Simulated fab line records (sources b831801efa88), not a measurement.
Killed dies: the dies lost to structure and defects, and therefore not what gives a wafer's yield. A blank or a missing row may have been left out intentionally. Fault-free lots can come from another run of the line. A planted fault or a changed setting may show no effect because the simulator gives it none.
Code-filled problem report in 8D (eight disciplines) form    flow sky130    the parts of the form that need people (team, actions taken, sign-off) are left out

## 1. WHAT WENT WRONG
Mean of beamEnergyKeV at SKY_NWELL_IMPLANT_12: 114.42 across 9 wafers in 3 lots; on wafers with no fault it is 120.00 (standard deviation 0.033). That is -99 or more standard deviations from the usual mean.
Seen first at day 6 23:00 on implanter-01, wafer L758.4. The record has a number at this step for 39 wafers belonging to 13 lots. Rule for "out", or "out of limits": more than 4 standard deviations from the usual mean. Any other wafer with a number is counted as sound.

## 2. WHAT IT IS; WHAT IT IS NOT
question                     is                      is not
which readings at this step  beamEnergyKeV           -
which lots                   L758, L759, L761        L750, L751, L753, L754, L757, L765, L766, L769, L770, L771
which wafers of those lots   all that have a number  -
read on which tools          implanter-01            implanter-02, implanter-04
when                         from day 6 23:00        up to then (15 sound wafers); but 15 sound wafers of L765, L766, L769, L770, L771 came after

## 3. SUSPECTS, AND WHAT RULES EACH OUT
Counting: a tool stays on the suspect list if, at a process step up to the reading, it processed all lots that are out and no sound lot following the first of them.
- implanter-01 at SKY_NWELL_IMPLANT_12: ruled out as a lasting fault. After its first lot that is out, L758 (day 6 23:00), sound lots L770 ran on it.
Left after counting: nothing in the record.

## 4. THE CAUSE (what the simulator had put in)
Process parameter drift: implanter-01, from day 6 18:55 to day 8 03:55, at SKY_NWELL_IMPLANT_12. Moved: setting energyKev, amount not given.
Counting ruled it out, wrongly.

## 5. THE CHAIN OF EFFECTS, in route order
One row per reading whose mean, taken over the struck wafers that have a number, lies over 3 standard deviations from the usual. Readings are gone through only where the record gives a usual standard deviation; hours: the median, over the lots, of the time from a lot's start at the first step in this table giving one to that lot's start at this step; sigmas: the change measured in usual standard deviations.
hours  step                  reading        usual   on struck wafers  change  sigmas
0      SKY_NWELL_IMPLANT_12  beamEnergyKeV  120.00  114.42            -5.58   -99 or more
Its process steps:
- SKY_NWELL_IMPLANT_12
Later steps that measure or inspect, where all struck wafers having a row at the step show a number for every such reading and not one has moved that far: SKY_VT_ADJUST_HVTR_OVL_MEAS_08, SKY_LDD_N_OVL_MEAS_07.

## 6. WHAT WOULD HAVE CAUGHT IT SOONER
In this record the first reading out of limits was taken at day 6 23:00, 4 hours after the fault began at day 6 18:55.
